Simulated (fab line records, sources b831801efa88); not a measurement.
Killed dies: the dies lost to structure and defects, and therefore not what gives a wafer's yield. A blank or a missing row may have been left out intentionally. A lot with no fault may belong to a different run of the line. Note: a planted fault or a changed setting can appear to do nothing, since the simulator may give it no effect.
What tool caused it? + flow sky130 + Sampling: 10 lots, 30 wafers, 5 of 708 route steps

WHAT EACH GAUGE READ, for each wafer
SKY_SONOS_ONO_THK_MEAS_03.
| lot  | measured     | on           | SONOS_ONO_CVD_02_THK (nm) |
|------|--------------|--------------|---------------------------|
| L808 | day 11 12:52 | filmMetro-01 | 10.52 10.39 10.37         |
| L811 | day 12 12:43 | filmMetro-01 | 10.50 10.43 10.37         |
| L812 | day 13 05:11 | filmMetro-01 | 10.64 10.54 10.52         |
| L813 | day 13 08:25 | filmMetro-02 | 10.57 10.65 10.59         |
| L823 | day 16 21:25 | filmMetro-02 | 10.62 10.58 10.71         |
| L825 | day 17 22:41 | filmMetro-03 | 10.54 10.68 10.46         |
| L826 | day 18 06:10 | filmMetro-03 | 10.21 10.37 10.44         |
| L828 | day 18 12:24 | filmMetro-02 | 10.39 10.51 10.51         |
| L827 | day 18 14:49 | filmMetro-02 | 10.44 10.46 10.45         |
| L829 | day 18 23:47 | filmMetro-01 | 10.39 10.49 10.46         |

SKY_SONOS_ONO_CD_MEAS_13: target cd 410 nm.
| lot  | measured     | on       | cdNm (nm)         |
|------|--------------|----------|-------------------|
| L808 | day 12 13:30 | cdSem-01 | 408.8 412.2 409.5 |
| L811 | day 13 15:51 | cdSem-02 | 407.4 408.6 408.2 |
| L812 | day 14 07:47 | cdSem-02 | 404.1 407.5 405.0 |
| L813 | day 14 10:54 | cdSem-01 | 409.0 411.2 409.0 |
| L823 | day 18 04:03 | cdSem-01 | 411.9 411.9 410.9 |
| L825 | day 19 08:32 | cdSem-01 | 411.7 413.5 411.5 |
| L826 | day 19 14:00 | cdSem-01 | 410.9 409.0 409.8 |
| L828 | day 19 19:07 | cdSem-02 | 409.5 409.0 406.5 |
| L827 | day 19 20:32 | cdSem-02 | 406.4 406.7 408.1 |
| L829 | day 20 08:08 | cdSem-02 | 406.9 406.9 407.5 |

SKY_POLY_GATE_THK_MEAS_01.
| lot  | measured     | on           | POLY_GATE_CVD_00_THK (nm) |
|------|--------------|--------------|---------------------------|
| L808 | day 13 22:32 | filmMetro-03 | 175.9 178.0 178.6         |
| L811 | day 14 23:32 | filmMetro-01 | 164.2 157.5 143.7         |
| L812 | day 15 19:09 | filmMetro-01 | 151.4 164.2 171.5         |
| L813 | day 15 20:29 | filmMetro-01 | 129.7 132.9 137.3         |
| L823 | day 21 04:33 | filmMetro-01 | 181.9 182.1 180.8         |
| L825 | day 21 04:36 | filmMetro-04 | 181.0 180.0 179.5         |
| L826 | day 21 04:37 | filmMetro-03 | 179.8 180.4 180.1         |
| L828 | day 21 07:02 | filmMetro-03 | 181.2 181.0 178.9         |
| L827 | day 21 11:42 | filmMetro-01 | 179.2 179.0 179.4         |
| L829 | day 21 20:03 | filmMetro-03 | 177.8 178.4 177.8         |

EACH LOT AND THE TOOL THAT RAN IT (in order: tool; ch and the chambers of the sampled wafers; start)
| lot  | SKY_GATE_OXIDE_STRIP_13             | SKY_POLY_GATE_CVD_00        |
|------|-------------------------------------|-----------------------------|
| L808 | plasmaAsher-04 ch 0,1, day 13 17:28 | lpcvd-01 ch 1, day 13 20:44 |
| L811 | plasmaAsher-04 ch 0,1, day 14 20:02 | lpcvd-01 ch 1, day 14 22:19 |
| L812 | plasmaAsher-01 ch 0, day 15 14:00   | lpcvd-01 ch 1, day 15 17:56 |
| L813 | plasmaAsher-04 ch 0,1, day 15 15:47 | lpcvd-01 ch 1, day 15 19:16 |
| L823 | plasmaAsher-04 ch 0,1, day 19 15:14 | lpcvd-01 ch 0, day 21 03:20 |
| L825 | plasmaAsher-04 ch 0,1, day 20 18:49 | lpcvd-01 ch 0, day 21 03:20 |
| L826 | plasmaAsher-03 ch 0,1, day 20 22:55 | lpcvd-01 ch 1, day 21 03:20 |
| L828 | plasmaAsher-03 ch 0,1, day 21 04:02 | lpcvd-01 ch 0, day 21 05:50 |
| L827 | plasmaAsher-04 ch 0,1, day 21 08:45 | lpcvd-01 ch 1, day 21 10:29 |
| L829 | plasmaAsher-01 ch 0,1, day 21 17:01 | lpcvd-01 ch 1, day 21 18:50 |
- SKY_GATE_OXIDE_STRIP_13: strips in O2/N2.
- SKY_POLY_GATE_CVD_00: deposits poly-Si, target thk 180 nm, time 720 s.

AS READ BY THE TOOLS THEMSELVES (means over the sampled wafers that have a number; for cases with no such wafer, the mark the record gives instead)
SKY_GATE_OXIDE_STRIP_13.
| lot  | tool           | drypumpMotorCurrentA (A) | n2FlowSccm (sccm) | oesProductAu (a.u.) | stripTimeToEndpointS (s) |
|------|----------------|--------------------------|-------------------|---------------------|--------------------------|
| L808 | plasmaAsher-04 | 5.55                     | 299.9             | 0.720               | 14.17                    |
| L811 | plasmaAsher-04 | 5.48                     | 300.0             | 0.715               | 14.17                    |
| L812 | plasmaAsher-01 | 5.25                     | 300.9             | 0.716               | 14.23                    |
| L813 | plasmaAsher-04 | 5.53                     | 300.3             | 0.719               | 14.22                    |
| L823 | plasmaAsher-04 | 5.52                     | 299.8             | 0.719               | 14.23                    |
| L825 | plasmaAsher-04 | 5.50                     | 301.2             | 0.716               | 14.23                    |
| L826 | plasmaAsher-03 | 5.17                     | 299.8             | 0.718               | 14.16                    |
| L828 | plasmaAsher-03 | 5.52                     | 299.5             | 0.719               | 14.20                    |
| L827 | plasmaAsher-04 | 5.48                     | 300.1             | 0.716               | 14.15                    |
| L829 | plasmaAsher-01 | 5.30                     | 300.2             | 0.716               | 14.20                    |

SKY_POLY_GATE_CVD_00.
| lot  | tool     | spikeTcCentreC (C) | spikeTcLowerC (C) | spikeTcUpperC (C) | zonePowerCentrePct (%) | zonePowerUpperPct (%) |
|------|----------|--------------------|-------------------|-------------------|------------------------|-----------------------|
| L808 | lpcvd-01 | 620.9              | 619.4             | 618.8             | 8.94                   | 7.7                   |
| L811 | lpcvd-01 | 590.3              | 624.7             | 623.6             | 3.82                   | 10.1                  |
| L812 | lpcvd-01 | 590.8              | 623.7             | 621.8             | 3.79                   | 10.2                  |
| L813 | lpcvd-01 | 589.9              | 623.8             | 622.9             | 3.79                   | 10.2                  |
| L823 | lpcvd-01 | 620.6              | 620.5             | 619.4             | 9.57                   | 8.5                   |
| L825 | lpcvd-01 | 620.9              | 619.5             | 618.8             | 9.55                   | 8.4                   |
| L826 | lpcvd-01 | 620.6              | 619.2             | 619.0             | 9.01                   | 7.7                   |
| L828 | lpcvd-01 | 620.7              | 621.2             | 618.9             | 9.54                   | 8.4                   |
| L827 | lpcvd-01 | 620.9              | 620.1             | 619.1             | 8.92                   | 7.8                   |
| L829 | lpcvd-01 | 621.0              | 620.7             | 619.2             | 8.96                   | 7.8                   |

THE ANSWER, worked out from the rows above alone
Rule: the lots themselves supply what counts as usual. Put in order of their means at a reading, lots are off if they are a third of the lots or fewer, leave a main group of 4 or more, and stand apart from it by a gap of 3 or more times the standard deviation of the main group's means; of several such gaps the widest counts. If all means in a main group match to the digits the tables above print for the reading, that group is not used. Also off: a lot with no number at a reading for which 4 or more lots have one. Where the step has rows for the other lots, those lots are counted as sound. After the gauges, taken in route order, come the tools' own readings; for these a lot's mean is taken, as printed above. At the first step where some lot is off, the reading lying furthest off is the one used; lots without a number count as furthest.
Off: L811, L812, L813, at SKY_POLY_GATE_THK_MEAS_01 (POLY_GATE_CVD_00_THK). Main group: mean 179.6 nm, sd 1.3.
If a tool, at a process step before that reading, ran all the lots that are off and no sound lot after the first of them, it fits. The gauges at SKY_POLY_GATE_THK_MEAS_01 aren't tried: what is off there is off at SKY_POLY_GATE_CVD_00 too, on other tools, and a gauge's error can't cause that. Not one of the candidates tried fits.

WHAT HAD BEEN PUT IN BY THE SIMULATOR
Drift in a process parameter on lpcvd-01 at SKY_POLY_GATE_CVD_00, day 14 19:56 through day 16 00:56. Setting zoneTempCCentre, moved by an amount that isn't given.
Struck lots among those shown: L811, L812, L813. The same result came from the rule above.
